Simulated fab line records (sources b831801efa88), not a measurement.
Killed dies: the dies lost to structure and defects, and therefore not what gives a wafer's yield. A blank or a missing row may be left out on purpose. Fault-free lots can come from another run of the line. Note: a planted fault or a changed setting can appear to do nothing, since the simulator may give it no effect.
Which tool was responsible? :: flow sky130 :: Sampling: 15 lots, 45 wafers, 5 of 708 route steps

WHAT THE GAUGES READ, wafer by wafer
SKY_NWELL_TW_MEAS_15.
lot: L868
measured: day 4 15:47
on: film metro-03
NWELL_TW: 1836 1821 1832

lot: L869
measured: day 4 17:50
on: film metro-02
NWELL_TW: 1792 1791 1791

lot: L870
measured: day 5 03:50
on: film metro-03
NWELL_TW: 1822 1811 1816

lot: L871
measured: day 5 08:17
on: film metro-03
NWELL_TW: 1827 1800 1811

lot: L872
measured: day 5 09:57
on: film metro-03
NWELL_TW: 1810 1805 1818

lot: L873
measured: day 5 21:47
on: film metro-02
NWELL_TW: 1814 1800 1810

lot: L880
measured: day 7 10:38
on: film metro-03
NWELL_TW: 1811 1821 1821

lot: L882
measured: day 8 01:06
on: film metro-01
NWELL_TW: 1813 1821 1817

lot: L883
measured: day 8 09:16
on: film metro-02
NWELL_TW: 1798 1802 1805

lot: L884
measured: day 8 13:27
on: film metro-02
NWELL_TW: 1795 1808 1804

lot: L885
measured: day 8 18:35
on: film metro-03
NWELL_TW: 1817 1821 1807

lot: L886
measured: day 8 23:37
on: film metro-02
NWELL_TW: 1806 1807 1809

lot: L888
measured: day 9 09:50
on: film metro-02
NWELL_TW: 1806 1795 1801

lot: L889
measured: day 9 14:56
on: film metro-02
NWELL_TW: 1803 1805 1805

lot: L890
measured: day 9 20:23
on: film metro-01
NWELL_TW: 1814 1816 1807

SKY_VT_ADJUST_NCORE_OVL_MEAS_08.
lot: L868
measured: day 8 14:49
on: overlay-02
VT_ADJUST_NCORE_OVL (nm): 2.2 0.9 2.6

lot: L869
measured: day 8 19:52
on: overlay-01
VT_ADJUST_NCORE_OVL (nm): 1.0 1.9 0.4

lot: L870
measured: day 9 06:37
on: overlay-01
VT_ADJUST_NCORE_OVL (nm): 0.1 0.9 1.7

lot: L871
measured: day 9 11:25
on: overlay-01
VT_ADJUST_NCORE_OVL (nm): -0.1 1.3 1.8

lot: L872
measured: day 9 13:06
on: overlay-01
VT_ADJUST_NCORE_OVL (nm): -0.7 0.7 0.4

lot: L873
measured: day 10 05:01
on: overlay-02
VT_ADJUST_NCORE_OVL (nm): 0.7 -1.3 -0.1

lot: L880
measured: day 12 00:38
on: overlay-02
VT_ADJUST_NCORE_OVL (nm): 2.1 1.8 1.6

lot: L882
measured: day 12 20:23
on: overlay-02
VT_ADJUST_NCORE_OVL (nm): 0.0 2.1 1.6

lot: L883
measured: day 13 04:25
on: overlay-02
VT_ADJUST_NCORE_OVL (nm): 2.5 2.6 0.1

lot: L884
measured: day 13 11:17
on: overlay-02
VT_ADJUST_NCORE_OVL (nm): 0.1 0.7 0.4

lot: L885
measured: day 13 19:35
on: overlay-01
VT_ADJUST_NCORE_OVL (nm): 3.9 5.0 0.9

lot: L886
measured: day 13 23:11
on: overlay-01
VT_ADJUST_NCORE_OVL (nm): 0.8 3.0 2.7

lot: L888
measured: day 14 10:29
on: overlay-01
VT_ADJUST_NCORE_OVL (nm): -0.2 -0.4 0.6

lot: L889
measured: day 14 19:04
on: overlay-02
VT_ADJUST_NCORE_OVL (nm): -0.1 1.0 1.1

lot: L890
measured: day 14 23:29
on: overlay-01
VT_ADJUST_NCORE_OVL (nm): 2.3 1.8 0.6

SKY_VT_ADJUST_PCH_TW_MEAS_10.
lot: L868
measured: day 10 11:40
on: film metro-02
VT_ADJUST_PCH_TW: 141.0 140.1 141.8

lot: L869
measured: day 10 17:11
on: film metro-01
VT_ADJUST_PCH_TW: 142.3 142.6 141.9

lot: L870
measured: day 11 04:27
on: film metro-02
VT_ADJUST_PCH_TW: 141.7 141.2 142.2

lot: L871
measured: day 11 09:29
on: film metro-01
VT_ADJUST_PCH_TW: 142.4 142.8 142.3

lot: L872
measured: day 11 10:26
on: film metro-01
VT_ADJUST_PCH_TW: 142.4 142.3 143.4

lot: L873
measured: day 12 04:58
on: film metro-01
VT_ADJUST_PCH_TW: 142.2 142.2 141.8

lot: L880
measured: day 14 04:01
on: film metro-04
VT_ADJUST_PCH_TW: 144.7 145.4 145.1

lot: L882
measured: day 15 00:22
on: film metro-02
VT_ADJUST_PCH_TW: 141.2 141.2 140.7

lot: L883
measured: day 15 09:31
on: film metro-02
VT_ADJUST_PCH_TW: 141.1 140.7 141.5

lot: L884
measured: day 15 16:32
on: film metro-04
VT_ADJUST_PCH_TW: 145.3 146.1 145.3

lot: L885
measured: day 16 01:11
on: film metro-04
VT_ADJUST_PCH_TW: 145.1 144.5 143.8

lot: L886
measured: day 16 06:01
on: film metro-02
VT_ADJUST_PCH_TW: 141.5 142.1 140.6

lot: L888
measured: day 16 18:04
on: film metro-04
VT_ADJUST_PCH_TW: 144.1 144.2 144.0

lot: L889
measured: day 17 03:07
on: film metro-02
VT_ADJUST_PCH_TW: 141.2 141.2 140.1

lot: L890
measured: day 17 08:29
on: film metro-04
VT_ADJUST_PCH_TW: 144.0 145.0 144.8

SKY_SONOS_ONO_THK_MEAS_01.
lot: L868
measured: day 11 13:28
on: film metro-04
SONOS_ONO_OXIDATION_THK (nm): 2.66 2.63 2.63

lot: L869
measured: day 11 19:17
on: film metro-04
SONOS_ONO_OXIDATION_THK (nm): 2.61 2.64 2.65

lot: L870
measured: day 12 07:32
on: film metro-02
SONOS_ONO_OXIDATION_THK (nm): 2.75 2.75 2.74

lot: L871
measured: day 12 13:13
on: film metro-02
SONOS_ONO_OXIDATION_THK (nm): 3.41 3.47 3.40

lot: L872
measured: day 12 13:14
on: film metro-04
SONOS_ONO_OXIDATION_THK (nm): 3.43 3.52 3.49

lot: L873
measured: day 13 09:06
on: film metro-03
SONOS_ONO_OXIDATION_THK (nm): 3.48 3.53 3.52

lot: L880
measured: day 15 08:16
on: film metro-04
SONOS_ONO_OXIDATION_THK (nm): 2.70 2.72 2.79

lot: L882
measured: day 16 05:35
on: film metro-03
SONOS_ONO_OXIDATION_THK (nm): 2.61 2.63 2.62

lot: L883
measured: day 16 16:14
on: film metro-03
SONOS_ONO_OXIDATION_THK (nm): 2.70 2.55 2.66

lot: L884
measured: day 17 00:16
on: film metro-02
SONOS_ONO_OXIDATION_THK (nm): 2.64 2.66 2.57

lot: L885
measured: day 17 10:05
on: film metro-03
SONOS_ONO_OXIDATION_THK (nm): 2.56 2.59 2.60

lot: L886
measured: day 17 14:29
on: film metro-02
SONOS_ONO_OXIDATION_THK (nm): 2.52 2.58 2.50

lot: L888
measured: day 18 01:19
on: film metro-04
SONOS_ONO_OXIDATION_THK (nm): 2.68 2.68 2.62

lot: L889
measured: day 18 11:29
on: film metro-03
SONOS_ONO_OXIDATION_THK (nm): 2.59 2.60 2.60

lot: L890
measured: day 18 15:34
on: film metro-03
SONOS_ONO_OXIDATION_THK (nm): 2.56 2.58 2.57

TOOL THAT RAN EACH LOT (tool first, then ch and the chambers of the sampled wafers, then the start)
lot: L868
SKY_SONOS_ONO_OXIDATION_00: furnace-02 ch 0, day 11 12:07

lot: L869
SKY_SONOS_ONO_OXIDATION_00: furnace-02 ch 0, day 11 17:56

lot: L870
SKY_SONOS_ONO_OXIDATION_00: furnace-01 ch 0, day 12 06:11

lot: L871
SKY_SONOS_ONO_OXIDATION_00: furnace-02 ch 0, day 12 11:53

lot: L872
SKY_SONOS_ONO_OXIDATION_00: furnace-02 ch 0, day 12 11:53

lot: L873
SKY_SONOS_ONO_OXIDATION_00: furnace-02 ch 0, day 13 07:46

lot: L880
SKY_SONOS_ONO_OXIDATION_00: furnace-01 ch 0, day 15 06:55

lot: L882
SKY_SONOS_ONO_OXIDATION_00: furnace-01 ch 0, day 16 04:13

lot: L883
SKY_SONOS_ONO_OXIDATION_00: furnace-01 ch 0, day 16 14:53

lot: L884
SKY_SONOS_ONO_OXIDATION_00: furnace-02 ch 0, day 16 22:55

lot: L885
SKY_SONOS_ONO_OXIDATION_00: furnace-02 ch 0, day 17 08:44

lot: L886
SKY_SONOS_ONO_OXIDATION_00: furnace-02 ch 0, day 17 13:08

lot: L888
SKY_SONOS_ONO_OXIDATION_00: furnace-02 ch 0, day 17 23:57

lot: L889
SKY_SONOS_ONO_OXIDATION_00: furnace-02 ch 0, day 18 10:08

lot: L890
SKY_SONOS_ONO_OXIDATION_00: furnace-02 ch 0, day 18 14:13
- SKY_SONOS_ONO_OXIDATION_00: stabilise 600 s, purge 300 s, target thk 2.6 nm.

WHAT THE TOOLS THEMSELVES READ (means of the sampled wafers that have a number; where no wafer has one, the mark that the record gives instead)
SKY_SONOS_ONO_OXIDATION_00.
lot: L868
tool: furnace-02
spike tc centre C (C): 799.6

lot: L869
tool: furnace-02
spike tc centre C (C): 799.7

lot: L870
tool: furnace-01
spike tc centre C (C): 802.4

lot: L871
tool: furnace-02
spike tc centre C (C): 800.3

lot: L872
tool: furnace-02
spike tc centre C (C): 799.7

lot: L873
tool: furnace-02
spike tc centre C (C): 799.5

lot: L880
tool: furnace-01
spike tc centre C (C): 801.7

lot: L882
tool: furnace-01
spike tc centre C (C): 800.4

lot: L883
tool: furnace-01
spike tc centre C (C): 801.3

lot: L884
tool: furnace-02
spike tc centre C (C): 799.5

lot: L885
tool: furnace-02
spike tc centre C (C): 798.6

lot: L886
tool: furnace-02
spike tc centre C (C): 798.8

lot: L888
tool: furnace-02
spike tc centre C (C): 800.3

lot: L889
tool: furnace-02
spike tc centre C (C): 800.0

lot: L890
tool: furnace-02
spike tc centre C (C): 798.8

THE ANSWER, worked out from the rows above alone
Rule: the usual values come from the lots themselves. Put in order of their means at a reading, lots are off if they are a third of the lots or fewer, leave a main group of 4 or more, and stand apart from it by a gap of 3 or more times the standard deviation of the main group's means; of several such gaps the widest counts. A main group whose means are all the same, to the digits that the tables above print for the reading, isn't used. A lot without any number at a reading at which 4 lots or more have one is off too. All remaining lots with rows at the step are treated as sound. After the gauges, taken in route order, come the tools' own readings; for these a lot's mean is taken, as printed above. At the first step where some lot is off, the reading lying furthest off is the one used; lots without a number count as furthest.
Off: at SKY_SONOS_ONO_THK_MEAS_01 (SONOS_ONO_OXIDATION_THK), L871, L872, L873. Main group: mean 2.63 nm, sd 0.059.
If a tool, at a process step before that reading, ran all the lots that are off and no sound lot after the first of them, it fits. Those tools and the gauges at SKY_SONOS_ONO_THK_MEAS_01 are tried in the same way. None of those tried fits.

WHAT HAD BEEN PUT IN BY THE SIMULATOR
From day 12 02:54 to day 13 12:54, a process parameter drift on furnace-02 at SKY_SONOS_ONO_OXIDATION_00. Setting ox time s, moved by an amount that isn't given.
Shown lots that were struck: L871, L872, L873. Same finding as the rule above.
